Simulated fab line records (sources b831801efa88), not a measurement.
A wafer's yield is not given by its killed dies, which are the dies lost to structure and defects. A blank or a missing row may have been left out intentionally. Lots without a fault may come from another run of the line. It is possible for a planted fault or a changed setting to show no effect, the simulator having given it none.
fab line records	flow sky130
record: lots: 12	wafers: 36	last_day: 50
route steps=708 shown VIA1@478 METAL2@488 PAD_OPEN@708
lots untouched by any fault: they come from a run of this same line in which no faults occurred
start_h: hours from the record's first day to the start of the lot's first wafer shown	wait_h: hours elapsed since this lot's preceding step	" identical to the entry in the row above	L1.1+2: several wafers, shown together as one row	- no value present, or no start provided	* or withheld: withheld	< > ~ a bound
route shown NAME@n: names a module that has steps shown in the file, with the first one's number in the route	usual: mean/standard deviation of fault-free wafers	same: alike in all rows	chamber/n: place in a boat	sites: the reading at each site	_std_site: their standard deviation	_edge_site: mean of outer sites minus mean of inner sites	radius_mm: how far each site lies from the wafer's centre	mask NAME#n: copy n	behind: tool/chamber where the wafer was last shaped	hold: the reason the lot was held/the length of the hold in hours/how it ended	device: which transistor (n, p or np) failed to switch	end of line: the route-end tests of the same wafers	a step with no rows: only its recipe	killed: dies lost to structure and defects at the first sort, not the wafer's yield	map: the dies of a wafer, with x for killed, . for not killed, _ for no die there
set.NAME: the setting that was run; set.NAME@STEP: the one run at that earlier step	model.NAME: the simulator's own value behind a step, which no gauge read
route steps across a sampled set of lots; one table per step, one row per wafer
services: when a tool's chamber went out of use (start_h, in hours from the record's first day, below 0 if earlier), for how many hours, and the reason
== steps ==
step: SKY_VIA1_SPUTTER_20
recipe: material: TiN	target_thk_nm: 20	chamber_pressure_pa: 5	power_w: 4000	time_s: 80
usual: throttle_valve_pct: 29.8/1.2
lot.wafer	tool	chamber	start_h	wait_h	throttle_valve_pct
L141.1	pvd_sputter-03	-	811.46	0.0	30.0
L141.4	"	-	"	"	31.0
L141.6	"	-	"	"	29.6
L142.2	pvd_sputter-02	-	822.09	0.0	32.2
L142.3	"	-	"	"	30.6
L142.5	"	-	"	"	30.6
L144.4	pvd_sputter-03	-	842.98	0.0	30.9
L144.5	"	-	"	"	30.7
L144.6	"	-	"	"	29.7
L146.1	pvd_sputter-02	-	862.29	0.0	31.9
L146.2	"	-	"	"	29.9
L146.6	"	-	"	"	27.5
L147.1	pvd_sputter-01	-	873.65	0.0	29.5
L147.2	"	-	"	"	30.1
L147.4	"	-	"	"	29.3
L149.2	pvd_sputter-03	-	878.29	0.0	29.5
L149.3	"	-	"	"	29.2
L149.4	"	-	"	"	30.8
L154.1	pvd_sputter-03	-	912.94	0.0	29.7
L154.2	"	-	"	"	30.8
L154.5	"	-	"	"	30.8
L155.2	pvd_sputter-02	-	929.78	0.0	30.0
L155.4	"	-	"	"	27.8
L155.6	"	-	"	"	31.9
L157.2	pvd_sputter-01	-	933.87	0.0	29.3
L157.4	"	-	"	"	29.3
L157.5	"	-	"	"	30.4
L160.1	pvd_sputter-03	-	951.74	0.0	29.7
L160.2	"	-	"	"	31.0
L160.4	"	-	"	"	28.9
L161.1	pvd_sputter-01	-	961.06	0.0	29.4
L161.2	"	-	"	"	29.2
L161.5	"	-	"	"	27.9
L162.2	pvd_sputter-03	-	966.98	0.0	30.7
L162.4	"	-	"	"	30.8
L162.5	"	-	"	"	30.8
step: SKY_METAL2_RS_MEAS_05
recipe: thk_meas_gauge: four-point-probe	reads: TiN_of_METAL2_SPUTTER_04+Ti_of_METAL2_SPUTTER_03+AlCu_of_METAL2_SPUTTER_02+TiN_of_METAL2_SPUTTER_01+Ti_of_METAL2_SPUTTER_00
usual: METAL2_ALCU_RS: 0.1267/0.0015
lot.wafer	tool	chamber	start_h	wait_h	METAL2_ALCU_RS[ohm/sq]
L141.1	film_metro-04	-	812.25	0.0	0.1257
L141.4	"	-	"	"	0.1266
L141.6	"	-	"	"	0.1255
L142.2	film_metro-04	-	822.88	0.0	0.1253
L142.3	"	-	"	"	0.1269
L142.5	"	-	"	"	0.1268
L144.4	film_metro-01	-	843.82	0.1	0.1262
L144.5	"	-	"	"	0.1260
L144.6	"	-	"	"	0.1262
L146.1	film_metro-02	-	863.06	0.0	0.1279
L146.2	"	-	"	"	0.1272
L146.6	"	-	"	"	0.1273
L147.1	film_metro-02	-	874.43	0.0	0.1259
L147.2	"	-	"	"	0.1273
L147.4	"	-	"	"	0.1265
L149.2	film_metro-01	-	879.08	0.0	0.1268
L149.3	"	-	"	"	0.1266
L149.4	"	-	"	"	0.1263
L154.1	film_metro-01	-	916.05	0.0	0.1282
L154.2	"	-	"	"	0.1262
L154.5	"	-	"	"	0.1283
L155.2	film_metro-04	-	930.58	0.0	0.1266
L155.4	"	-	"	"	0.1270
L155.6	"	-	"	"	0.1280
L157.2	film_metro-02	-	934.69	0.0	0.1282
L157.4	"	-	"	"	0.1270
L157.5	"	-	"	"	0.1266
L160.1	film_metro-04	-	952.52	0.0	0.1256
L160.2	"	-	"	"	0.1275
L160.4	"	-	"	"	0.1256
L161.1	film_metro-04	-	961.83	0.0	0.1257
L161.2	"	-	"	"	0.1245
L161.5	"	-	"	"	0.1263
L162.2	film_metro-02	-	967.98	0.0	0.1244
L162.4	"	-	"	"	0.1243
L162.5	"	-	"	"	0.1231
step: SKY_METAL2_COAT_10
recipe: resist: KrF-thick	spin_rpm: 3000	resist_thk_nm: 450
usual: dispense_pressure_kPa: 46.5/1.6	exhaust_pa: 44.9/0.77	spin_speed_rpm: 2999.7/2.2
lot.wafer	tool	chamber	start_h	wait_h	dispense_pressure_kPa	exhaust_pa	spin_speed_rpm
L141.1	litho_track-01	0	825	-	47.1	45.4	3001.2
L141.4	"	0	826	-	47.1	45.5	3000.3
L141.6	"	0	"	"	47.1	44.7	2995.1
L142.2	litho_track-04	0	835	-	45.1	44.8	2999.8
L142.3	"	0	"	"	45.1	45.8	2998.9
L142.5	"	0	"	"	45.1	44.5	2999.5
L144.4	litho_track-04	0	856	-	45.1	46.4	2999.0
L144.5	"	0	"	"	45.1	45.8	2996.2
L144.6	"	0	"	"	45.1	44.8	3001.3
L146.1	litho_track-04	0	875	-	45.1	44.8	3001.3
L146.2	"	0	"	"	45.1	44.7	2997.9
L146.6	"	0	"	"	45.0	45.0	2999.9
L147.1	litho_track-02	0	887	-	49.2	44.8	2998.5
L147.2	"	0	"	"	49.1	43.5	3001.3
L147.4	"	0	"	"	49.1	44.6	2996.7
L149.2	litho_track-04	0	892	-	45.1	44.7	3000.1
L149.3	"	0	"	"	45.1	44.1	3004.4
L149.4	"	0	"	"	45.1	43.9	3002.3
L154.1	litho_track-01	0	927	-	47.1	44.0	3001.5
L154.2	"	0	"	"	47.1	45.3	2999.7
L154.5	"	0	"	"	47.1	45.0	2993.9
L155.2	litho_track-04	0	943	-	45.1	45.0	2954.5
L155.4	"	0	"	"	45.0	44.7	2956.6
L155.6	"	0	"	"	45.1	45.0	2954.8
L157.2	litho_track-04	0	946	-	45.1	44.4	2953.7
L157.4	"	0	"	"	45.1	43.4	2956.8
L157.5	"	0	947	-	45.1	45.3	2955.9
L160.1	litho_track-02	0	965	-	49.2	45.3	2998.7
L160.2	"	0	"	"	49.1	45.5	2998.5
L160.4	"	0	"	"	49.1	44.6	2995.7
L161.1	litho_track-02	0	973	-	49.2	45.2	2998.2
L161.2	"	0	"	"	49.2	44.5	2997.9
L161.5	"	0	"	"	49.2	45.0	2999.2
L162.2	litho_track-01	0	978	-	47.1	43.5	2998.6
L162.4	"	0	979	-	47.0	46.5	3000.3
L162.5	"	0	"	"	47.0	45.0	2997.5
step: SKY_METAL2_ETCH_18
recipe: chemistry: N2/H2	target: BARC	ion_energy_ev: 200	bias_w: 100	pressure_mtorr: 30	n2_flow_sccm: 100	h2_flow_sccm: 200	icp_w: 500	stop_on: SiO2	time_s: 45.9	target_depth_a: 600
usual: drypump_motor_current_A: 6.00/0.26	oes_product_au: 0.855/0.0047	throttle_valve_pct: 13.225/0.009
lot.wafer	tool	chamber	start_h	wait_h	drypump_motor_current_A	oes_product_au	rf_hours_counter_h	throttle_valve_pct
L141.1	rie_metal-03	0	839.49	0.0	6.21	0.850	17	13.227
L141.4	"	1	"	"	6.09	0.855	-	13.227
L141.6	"	0	"	"	6.21	0.858	-	13.218
L142.2	rie_metal-01	1	849.70	0.0	5.68	0.862	1	13.204
L142.3	"	1	"	"	5.65	0.853	-	13.222
L142.5	"	1	"	"	5.64	0.859	-	13.220
L144.4	rie_metal-03	1	869.88	0.1	6.13	0.847	-	13.236
L144.5	"	1	"	"	6.15	0.859	-	13.234
L144.6	"	1	"	"	6.14	0.858	-	13.205
L146.1	rie_metal-02	1	889.95	0.1	6.39	0.855	2	13.229
L146.2	"	1	"	"	6.38	0.859	-	13.225
L146.6	"	1	"	"	6.39	0.856	-	13.223
L147.1	rie_metal-01	1	901.02	0.0	5.68	0.845	4	13.224
L147.2	"	0	"	"	5.81	0.866	1	13.233
L147.4	"	0	"	"	5.80	0.856	-	13.213
L149.2	rie_metal-03	1	905.29	0.0	6.10	0.857	17	13.236
L149.3	"	0	"	"	6.23	0.854	-	13.229
L149.4	"	1	"	"	6.13	0.853	-	13.214
L154.1	rie_metal-03	1	940.81	0.0	6.14	0.855	19	13.206
L154.2	"	0	"	"	6.22	0.857	3	13.231
L154.5	"	0	"	"	6.22	0.860	-	13.214
L155.2	rie_metal-01	0	955.30	0.0	5.78	0.853	4	13.231
L155.4	"	0	"	"	5.83	0.850	-	13.224
L155.6	"	0	"	"	5.79	0.853	-	13.218
L157.2	rie_metal-02	1	959.04	0.0	6.37	0.851	6	13.238
L157.4	"	1	"	"	6.36	0.851	-	13.230
L157.5	"	0	"	"	5.68	0.853	-	13.228
L160.1	rie_metal-03	0	976.80	0.1	6.19	0.871	5	13.226
L160.2	"	0	"	"	6.21	0.862	-	13.219
L160.4	"	0	"	"	6.20	0.850	-	13.211
L161.1	rie_metal-03	1	986.40	0.0	6.13	0.854	0	13.223
L161.2	"	0	"	"	6.19	0.864	6	13.230
L161.5	"	0	"	"	6.23	0.849	-	13.221
L162.2	rie_metal-03	0	991.99	0.0	6.21	0.851	7	13.221
L162.4	"	0	"	"	6.25	0.856	-	13.223
L162.5	"	1	"	"	6.12	0.860	-	13.209
step: SKY_PAD_OPEN_PROBE_99
usual: defect_limited_yield: 82.9/1.9	killed_at_M0_to_M3: 42/6.3	killed_at_M4_up: 2.8/1.9	killed_at_contacts: 23/5.3	killed_at_front_end: 16/4.3	killed_at_other: 0.2/0.51	killed_dies: 84/9.3	killed_on_rim: 16/4.2	killed_open: 46/7.6	killed_short: 38/6.3	sort_bin_3_pad_short: 0.8/0.41	sort_bin_5_function: 10.0/1.4	sort_bin_6_memory: 6.2/1.1	sort_n_pass: 408/9.3	sort_yield_pct: 82.9/1.9
same: gross_dies: 492	killed_at_back_side: 0	sort_bin_4_leakage[%]: 0	sort_bin_8_speed[%]: 0
lot.wafer	tool	chamber	start_h	wait_h	defect_limited_yield[%]	killed_at_M0_to_M3	killed_at_M4_up	killed_at_contacts	killed_at_front_end	killed_at_other	killed_dies	killed_on_rim	killed_open	killed_short	sort_bin_3_pad_short[%]	sort_bin_5_function[%]	sort_bin_6_memory[%]	sort_n_pass	sort_yield_pct[%]
L141.1	prober-02	-	1094.18	0.1	86.2	30	1	27	10	0	68	11	34	34	0.6	7.3	5.9	424	86.2
L141.4	prober-02	-	1094.33	0.2	83.1	51	3	17	12	0	83	21	45	38	0.2	10.2	6.5	409	83.1
L141.6	prober-02	-	1094.43	0.2	84.3	34	6	21	15	1	77	16	33	44	0.8	9.1	5.7	415	84.3
L142.2	prober-01	-	1099.55	0.1	83.7	44	3	21	12	0	80	19	54	26	0.6	10.0	5.7	412	83.7
L142.3	prober-01	-	1099.60	0.2	82.5	46	3	24	13	0	86	18	33	53	1.2	8.5	7.7	406	82.5
L142.5	prober-01	-	1099.70	0.2	80.1	49	5	27	17	0	98	18	46	52	1.2	11.4	7.3	394	80.1
L144.4	prober-02	-	1117.38	0.2	80.7	55	0	25	15	0	95	25	50	45	1.0	11.2	7.1	397	80.7
L144.5	prober-02	-	1117.43	0.2	82.5	33	7	25	21	0	86	17	48	38	0.8	12.0	4.7	406	82.5
L144.6	prober-02	-	1117.48	0.2	78.7	50	3	33	19	0	105	14	64	41	0.2	12.2	8.9	387	78.7
L146.1	prober-01	-	1135.36	0.1	84.6	39	1	25	10	1	76	15	52	24	0.4	9.6	5.5	416	84.6
L146.2	prober-01	-	1135.41	0.1	84.8	40	1	21	12	1	75	18	43	32	0.2	9.1	5.9	417	84.8
L146.6	prober-01	-	1135.61	0.2	84.8	33	0	35	7	0	75	15	52	23	0.6	7.9	6.7	417	84.8
L147.1	prober-01	-	1139.72	0.1	85.2	35	2	21	15	0	73	14	41	32	0.6	9.8	4.5	419	85.2
L147.2	prober-01	-	1139.77	0.1	83.5	37	1	28	15	0	81	13	50	31	0.8	9.3	6.3	411	83.5
L147.4	prober-01	-	1139.87	0.2	83.5	29	3	29	20	0	81	21	43	38	0.6	9.1	6.7	411	83.5
L154.1	prober-02	-	1175.15	0.1	83.7	36	2	28	13	1	80	14	38	42	0.6	11.0	4.7	412	83.7
L154.2	prober-02	-	1175.20	0.1	83.9	33	3	24	18	1	79	17	38	41	0.6	9.3	6.1	413	83.9
L154.5	prober-02	-	1175.35	0.2	82.7	45	1	23	16	0	85	20	49	36	1.2	9.3	6.7	407	82.7
L149.2	prober-01	-	1176.62	0.1	81.9	38	5	29	17	0	89	12	44	45	1.8	9.8	6.5	403	81.9
L149.3	prober-01	-	1176.67	0.2	81.5	48	4	19	19	1	91	25	46	45	1.2	11.4	5.9	401	81.5
L149.4	prober-01	-	1176.72	0.2	84.3	36	2	26	13	0	77	15	40	37	0.8	9.1	5.7	415	84.3
L155.2	prober-02	-	1178.00	0.1	84.1	35	2	25	16	0	78	21	32	46	1.4	7.1	7.3	414	84.1
L155.4	prober-02	-	1178.10	0.2	80.7	47	1	27	20	0	95	14	47	48	1.4	11.8	6.1	397	80.7
L155.6	prober-02	-	1178.20	0.2	76.4	51	3	42	20	0	116	24	69	47	0.8	13.6	9.1	376	76.4
L157.2	prober-01	-	1184.04	0.1	86.2	34	3	17	14	0	68	11	37	31	1.0	7.1	5.7	424	86.2
L157.4	prober-01	-	1184.14	0.2	83.5	42	1	22	16	0	81	21	43	38	1.0	9.8	5.7	411	83.5
L157.5	prober-01	-	1184.19	0.2	85.2	35	3	22	13	0	73	12	36	37	0.8	8.7	5.3	419	85.2
L160.1	prober-01	-	1196.49	0.1	83.3	44	3	19	16	0	82	15	46	36	1.0	10.2	5.5	410	83.3
L160.2	prober-01	-	1196.54	0.1	83.1	33	4	28	18	0	83	9	54	29	1.0	8.9	6.9	409	83.1
L160.4	prober-01	-	1196.64	0.2	83.5	41	5	22	13	0	81	18	51	30	0.2	12.0	4.3	411	83.5
L161.1	prober-02	-	1202.19	0.1	82.1	42	9	18	19	0	88	17	45	43	1.2	10.8	5.9	404	82.1
L161.2	prober-02	-	1202.24	0.1	82.1	46	4	23	15	0	88	12	50	38	0.2	11.0	6.7	404	82.1
L161.5	prober-02	-	1202.39	0.2	83.5	37	8	19	14	3	81	11	37	44	1.0	9.1	6.3	411	83.5
L162.2	prober-01	-	1205.43	0.1	79.5	54	3	29	15	0	101	12	57	44	0.6	12.6	7.3	391	79.5
L162.4	prober-01	-	1205.53	0.2	79.9	43	2	34	20	0	99	17	63	36	1.0	10.8	8.3	393	79.9
L162.5	prober-01	-	1205.58	0.2	79.3	60	1	25	16	0	102	14	55	47	2.0	13.0	5.7	390	79.3
killed by level:class
L141.1 CONTACT:geometric_particle:open=13 VIA1:geometric_particle:open=8 LI_CONTACT:geometric_particle:open=5 POLY_GATE:geometric_particle:short=4 CONTACT:geometric_particle:short=4 METAL1:geometric_particle:short=4 VIA1:geometric_particle:short=4 METAL2:geometric_particle:short=4
L141.4 VIA1:geometric_particle:open=10 CONTACT:geometric_particle:open=8 VIA3:geometric_particle:open=8 METAL3:geometric_particle:short=5 METAL1:geometric_particle:short=5 VIA3:geometric_particle:short=5 VIA2:geometric_particle:open=4 LI_CONTACT:geometric_particle:short=3
L141.6 CONTACT:geometric_particle:short=8 VIA2:geometric_particle:short=8 LI_CONTACT:geometric_particle:open=7 VIA1:geometric_particle:short=5 VIA1:geometric_particle:open=4 VIA3:geometric_particle:open=4 METAL4:geometric_particle:short=4 FIELD_ISO:geometric_particle:open=3
L142.2 VIA1:geometric_particle:open=14 VIA3:geometric_particle:open=8 CONTACT:geometric_particle:open=7 LI_CONTACT:geometric_particle:open=6 METAL1:geometric_particle:short=5 METAL2:geometric_particle:short=4 VIA2:geometric_particle:open=4 FIELD_ISO:geometric_particle:open=3
L142.3 METAL1:geometric_particle:short=9 LI_CONTACT:geometric_particle:open=6 LOCAL_INTERCONNECT:geometric_particle:short=6 CONTACT:geometric_particle:short=6 VIA2:geometric_particle:open=5 VIA1:geometric_particle:short=5 VIA1:geometric_particle:open=5 METAL2:geometric_particle:short=5
L142.5 VIA1:geometric_particle:open=10 LI_CONTACT:geometric_particle:open=7 LOCAL_INTERCONNECT:geometric_particle:short=7 CONTACT:geometric_particle:open=7 VIA1:geometric_particle:short=7 VIA3:geometric_particle:open=7 METAL1:geometric_particle:short=6 VIA2:geometric_particle:open=5
L144.4 VIA1:geometric_particle:open=16 CONTACT:geometric_particle:open=12 VIA3:geometric_particle:short=7 VIA1:geometric_particle:short=7 LOCAL_INTERCONNECT:geometric_particle:short=6 METAL2:geometric_particle:short=5 VIA3:geometric_particle:open=5 POLY_GATE:geometric_particle:short=4
L144.5 VIA1:geometric_particle:open=9 VIA2:geometric_particle:open=6 LI_CONTACT:geometric_particle:open=6 CONTACT:geometric_particle:short=6 LOCAL_INTERCONNECT:geometric_particle:short=5 CONTACT:geometric_particle:open=5 METAL2:geometric_particle:short=5 FIELD_ISO:geometric_particle:open=4
L144.6 LI_CONTACT:geometric_particle:open=12 CONTACT:geometric_particle:open=12 VIA1:geometric_particle:open=10 VIA2:geometric_particle:open=9 METAL1:geometric_particle:short=6 METAL3:geometric_particle:short=6 FIELD_ISO:geometric_particle:short=5 VIA3:geometric_particle:open=5
L146.1 VIA1:geometric_particle:open=17 CONTACT:geometric_particle:open=10 LI_CONTACT:geometric_particle:open=8 VIA2:geometric_particle:open=5 METAL1:geometric_particle:short=4 FIELD_ISO:geometric_particle:open=3 POLY_GATE:geometric_particle:short=3 CONTACT:geometric_particle:short=3
L146.2 VIA1:geometric_particle:open=14 CONTACT:geometric_particle:open=8 LI_CONTACT:geometric_particle:open=6 VIA3:geometric_particle:open=5 METAL2:geometric_particle:short=4 VIA2:geometric_particle:short=4 LI_CONTACT:geometric_particle:short=3 FIELD_ISO:geometric_particle:short=3
L146.6 CONTACT:geometric_particle:open=17 VIA1:geometric_particle:open=10 LI_CONTACT:geometric_particle:open=9 VIA2:geometric_particle:open=6 VIA3:geometric_particle:open=6 CONTACT:geometric_particle:short=5 FIELD_ISO:geometric_particle:short=4 LOCAL_INTERCONNECT:geometric_particle:short=3
L147.1 METAL2:geometric_particle:short=10 CONTACT:geometric_particle:open=8 VIA3:geometric_particle:open=6 VIA2:geometric_particle:open=6 FIELD_ISO:geometric_particle:open=5 LI_CONTACT:geometric_particle:open=5 POLY_GATE:geometric_particle:open=5 CONTACT:geometric_particle:short=4
L147.2 VIA1:geometric_particle:open=13 CONTACT:geometric_particle:open=9 CONTACT:geometric_particle:short=7 LI_CONTACT:geometric_particle:open=5 LOCAL_INTERCONNECT:geometric_particle:short=5 METAL2:geometric_particle:short=5 FIELD_ISO:geometric_particle:open=4 POLY_GATE:geometric_particle:open=4
L147.4 CONTACT:geometric_particle:open=13 LI_CONTACT:geometric_particle:open=6 FIELD_ISO:geometric_particle:open=5 METAL1:geometric_particle:short=5 METAL2:geometric_particle:short=5 CONTACT:geometric_particle:short=4 VIA2:geometric_particle:open=4 POLY_GATE:geometric_particle:short=3
L154.1 LI_CONTACT:geometric_particle:open=10 CONTACT:geometric_particle:open=7 METAL1:geometric_particle:short=6 POLY_GATE:geometric_particle:short=5 VIA1:geometric_particle:open=5 VIA2:geometric_particle:open=5 METAL2:geometric_particle:short=5 LI_CONTACT:geometric_particle:short=4
L154.2 LOCAL_INTERCONNECT:geometric_particle:short=8 VIA1:geometric_particle:open=7 FIELD_ISO:geometric_particle:short=6 CONTACT:geometric_particle:open=6 FIELD_ISO:geometric_particle:open=5 CONTACT:geometric_particle:short=5 METAL1:geometric_particle:short=5 LI_CONTACT:geometric_particle:open=4
L154.5 VIA1:geometric_particle:open=15 CONTACT:geometric_particle:open=9 LI_CONTACT:geometric_particle:open=7 VIA1:geometric_particle:short=6 METAL2:geometric_particle:short=5 VIA3:geometric_particle:open=5 FIELD_ISO:geometric_particle:open=4 POLY_GATE:geometric_particle:short=4
L149.2 CONTACT:geometric_particle:open=10 VIA2:geometric_particle:open=8 VIA1:geometric_particle:open=7 FIELD_ISO:geometric_particle:short=6 POLY_GATE:geometric_particle:open=6 LOCAL_INTERCONNECT:geometric_particle:short=6 CONTACT:geometric_particle:short=6 LI_CONTACT:geometric_particle:open=5
L149.3 VIA1:geometric_particle:open=9 CONTACT:geometric_particle:open=8 CONTACT:geometric_particle:short=8 METAL1:geometric_particle:short=8 VIA3:geometric_particle:open=7 METAL2:geometric_particle:short=6 FIELD_ISO:geometric_particle:open=5 VIA2:geometric_particle:open=5
L149.4 CONTACT:geometric_particle:open=9 VIA1:geometric_particle:open=9 LI_CONTACT:geometric_particle:open=6 VIA2:geometric_particle:open=6 METAL2:geometric_particle:short=6 CONTACT:geometric_particle:short=5 FIELD_ISO:geometric_particle:open=4 LOCAL_INTERCONNECT:geometric_particle:short=4
L155.2 CONTACT:geometric_particle:short=9 METAL2:geometric_particle:short=8 FIELD_ISO:geometric_particle:short=7 METAL1:geometric_particle:short=7 CONTACT:geometric_particle:open=6 VIA1:geometric_particle:open=5 VIA3:geometric_particle:open=4 LI_CONTACT:geometric_particle:open=4
L155.4 VIA2:geometric_particle:open=11 CONTACT:geometric_particle:open=9 METAL2:geometric_particle:short=8 LI_CONTACT:geometric_particle:open=7 FIELD_ISO:geometric_particle:short=6 METAL1:geometric_particle:short=6 VIA1:geometric_particle:open=6 POLY_GATE:geometric_particle:short=5
L155.6 CONTACT:geometric_particle:open=16 METAL1:geometric_particle:short=10 VIA1:geometric_particle:open=9 VIA2:geometric_particle:open=8 LI_CONTACT:geometric_particle:short=7 LOCAL_INTERCONNECT:geometric_particle:short=7 LI_CONTACT:geometric_particle:open=6 VIA3:geometric_particle:open=6
L157.2 VIA2:geometric_particle:open=11 VIA1:geometric_particle:open=7 LI_CONTACT:geometric_particle:open=6 VIA1:geometric_particle:short=6 CONTACT:geometric_particle:open=5 POLY_GATE:geometric_particle:short=4 CONTACT:geometric_particle:short=4 VIA3:geometric_particle:open=4
L157.4 VIA1:geometric_particle:open=13 LI_CONTACT:geometric_particle:open=9 METAL1:geometric_particle:short=7 CONTACT:geometric_particle:open=6 VIA3:geometric_particle:open=6 FIELD_ISO:geometric_particle:short=5 POLY_GATE:geometric_particle:short=5 VIA2:geometric_particle:open=4
L157.5 CONTACT:geometric_particle:open=9 POLY_GATE:geometric_particle:short=7 VIA3:geometric_particle:open=6 VIA1:geometric_particle:open=6 LOCAL_INTERCONNECT:geometric_particle:short=5 VIA2:geometric_particle:open=5 LI_CONTACT:geometric_particle:open=4 METAL2:geometric_particle:short=3
L160.1 VIA1:geometric_particle:open=11 CONTACT:geometric_particle:open=10 METAL1:geometric_particle:short=8 POLY_GATE:geometric_particle:open=5 VIA2:geometric_particle:open=5 VIA3:geometric_particle:open=5 FIELD_ISO:geometric_particle:short=4 METAL3:geometric_particle:short=4
L160.2 CONTACT:geometric_particle:open=11 VIA1:geometric_particle:open=10 POLY_GATE:geometric_particle:open=8 LI_CONTACT:geometric_particle:open=6 LOCAL_INTERCONNECT:geometric_particle:short=5 VIA2:geometric_particle:open=5 CONTACT:geometric_particle:short=4 METAL1:geometric_particle:short=4
L160.4 VIA1:geometric_particle:open=12 LI_CONTACT:geometric_particle:open=8 VIA2:geometric_particle:open=8 CONTACT:geometric_particle:open=7 POLY_GATE:geometric_particle:open=5 METAL1:geometric_particle:short=5 VIA3:geometric_particle:open=5 FIELD_ISO:geometric_particle:short=4
L161.1 FIELD_ISO:geometric_particle:open=10 METAL2:geometric_particle:short=10 CONTACT:geometric_particle:open=8 METAL4:geometric_particle:short=7 VIA1:geometric_particle:open=7 FIELD_ISO:geometric_particle:short=6 VIA2:geometric_particle:open=6 CONTACT:geometric_particle:short=4
L161.2 VIA3:geometric_particle:open=10 LI_CONTACT:geometric_particle:open=9 VIA1:geometric_particle:open=9 VIA2:geometric_particle:open=6 FIELD_ISO:geometric_particle:open=5 LOCAL_INTERCONNECT:geometric_particle:short=5 CONTACT:geometric_particle:open=5 VIA2:geometric_particle:short=5
L161.5 CONTACT:geometric_particle:open=7 VIA3:geometric_particle:open=7 FIELD_ISO:geometric_particle:open=6 CONTACT:geometric_particle:short=6 VIA1:geometric_particle:open=6 METAL4:geometric_particle:short=6 METAL2:geometric_particle:short=5 VIA2:geometric_particle:open=5
L162.2 VIA1:geometric_particle:open=15 CONTACT:geometric_particle:open=14 VIA1:geometric_particle:short=9 VIA3:geometric_particle:open=8 CONTACT:geometric_particle:short=6 METAL2:geometric_particle:short=6 POLY_GATE:geometric_particle:short=5 LI_CONTACT:geometric_particle:open=5
L162.4 CONTACT:geometric_particle:open=18 VIA1:geometric_particle:open=12 VIA3:geometric_particle:open=8 POLY_GATE:geometric_particle:short=7 LI_CONTACT:geometric_particle:open=7 VIA1:geometric_particle:short=7 VIA2:geometric_particle:open=6 FIELD_ISO:geometric_particle:open=4
L162.5 CONTACT:geometric_particle:open=13 VIA2:geometric_particle:open=10 METAL2:geometric_particle:short=9 VIA1:geometric_particle:open=8 METAL1:geometric_particle:short=7 VIA1:geometric_particle:short=5 VIA2:geometric_particle:short=5 VIA3:geometric_particle:short=5
== services ==
tool	chamber	start_h	hours	kind
rie_metal-03	-	805.44	0.8	repair
rie_metal-02	1	815.47	-	clean
rie_metal-02	1	815.47	25.4	scheduled_down
rie_metal-02	1	815.47	25.4	vent_cycle
rie_metal-01	-	836.05	1.3	repair
rie_metal-03	0	847.66	-	clean
rie_metal-03	0	847.66	23.2	scheduled_down
rie_metal-03	0	847.66	23.2	vent_cycle
rie_metal-01	0	856.22	-	clean
rie_metal-01	0	856.22	16.4	scheduled_down
rie_metal-01	0	856.22	16.4	vent_cycle
rie_metal-03	-	867.09	0.2	repair
rie_metal-02	0	880.09	9.9	repair
pvd_sputter-01	-	943.66	3.0	repair
pvd_sputter-03	-	945.22	2.5	repair
pvd_sputter-03	-	946.85	3.5	repair
rie_metal-03	-	948.42	2.8	pm
rie_metal-03	1	967.12	-	clean
rie_metal-03	1	967.12	16.9	scheduled_down
rie_metal-03	1	967.12	16.9	vent_cycle
rie_metal-02	1	982.77	17.3	repair
== key ==
first_sign: step: SKY_METAL2_COAT_10	reading: spin_speed_rpm	direction: down	sigmas: 20	usual: 2999.7	struck: 2955.4
effect none on later readings
met_at SKY_METAL2_COAT_10
struck_lots L155,L157
not_acting_at SKY_VIA1_SPUTTER_20,SKY_METAL2_RS_MEAS_05,SKY_METAL2_ETCH_18
onset_between 892 943
fault: kind: process_parameter_drift	tool: litho_track-04	chamber: -	onset_h: 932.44	steps: SKY_METAL2_COAT_10	channel: spin_rpm	offset: -45.216	shape: step	end_h: 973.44	acts_in: these_recipes_only	stated: 3000
